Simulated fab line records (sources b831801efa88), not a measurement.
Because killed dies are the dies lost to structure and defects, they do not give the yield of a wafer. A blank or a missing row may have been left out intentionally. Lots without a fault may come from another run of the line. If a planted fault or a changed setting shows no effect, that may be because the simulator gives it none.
Which tool is to blame? ; flow sky130 ; 12 lots with 36 wafers sampled at 3 steps, on a route of 708 steps

## WHAT THE GAUGES READ, wafer by wafer
SKY_VIA3_RS_MEAS_22: a four-point-probe measurement.
lot;measured;on;VIA3_W_RS (ohm/sq)
L075;day 40 01:55;film metro-04;0.295 0.295 0.295
L077;day 40 15:03;film metro-03;0.293 0.298 0.297
L079;day 41 18:08;film metro-02;0.297 0.293 0.297
L081;day 42 00:23;film metro-03;0.289 0.290 0.287
L083;day 43 02:41;film metro-03;0.292 0.294 0.292
L086;day 43 17:53;film metro-03;0.290 0.294 0.294
L087;day 43 22:47;film metro-02;0.301 0.294 0.298
L089;day 44 05:26;film metro-04;0.293 0.291 0.299
L092;day 44 22:25;film metro-03;0.301 0.295 0.293
L093;day 45 04:38;film metro-03;0.297 0.291 0.293
L096;day 46 03:29;film metro-02;0.298 0.294 0.295
L097;day 46 05:25;film metro-02;0.297 0.293 0.298

## WHICH TOOL RAN EACH LOT (tool, then ch and the chambers of the sampled wafers, then the start)
lot;SKY_VIA1_SPUTTER_20;SKY_METAL2_ETCH_18
L075;pvd sputter-04, day 34 11:05;rie metal-02 ch 0,1, day 35 14:28
L077;pvd sputter-02, day 35 00:47;rie metal-02 ch 0, day 36 03:31
L079;pvd sputter-04, day 36 05:55;rie metal-02 ch 0,1, day 37 08:41
L081;pvd sputter-04, day 36 11:16;rie metal-03 ch 0,1, day 37 13:46
L083;pvd sputter-02, day 37 15:49;rie metal-01 ch 0,1, day 38 18:41
L086;pvd sputter-01, day 38 11:13;rie metal-03 ch 0,1, day 39 13:19
L087;pvd sputter-02, day 38 14:38;rie metal-02 ch 0,1, day 39 16:46
L089;pvd sputter-04, day 38 22:38;rie metal-02 ch 0,1, day 40 00:25
L092;pvd sputter-02, day 39 17:06;rie metal-02 ch 0,1, day 40 19:01
L093;pvd sputter-02, day 39 22:37;rie metal-01 ch 0,1, day 41 00:10
L096;pvd sputter-04, day 41 00:08;rie metal-02 ch 0,1, day 42 01:08
L097;pvd sputter-02, day 41 03:44;rie metal-01 ch 0,1, day 42 04:25
- SKY_VIA1_SPUTTER_20: material TiN, target thk 20 nm, time 80 s.
- SKY_METAL2_ETCH_18: etches BARC in N2/H2, stops on SiO2, time 45.9 s, target depth 60 nm.

## THE ANSWER, worked out from the rows above alone
Rule: usual is defined by the lots themselves. The widest of any qualifying gaps counts: lots, ordered by their means at a reading, are off when they make up no more than a third of the lots, leave a main group of 4 or more, and stand apart from it by 3 or more times the standard deviation of that group's means. A main group whose means are all the same, to the digits that the tables above print for the reading, isn't used. A lot without any number at a reading at which 4 lots or more have one is off too. The other lots that the step has rows for count as sound.
Nothing can be told from this: no lot is off at any reading shown.

## WHAT THE SIMULATOR HAD PUT IN
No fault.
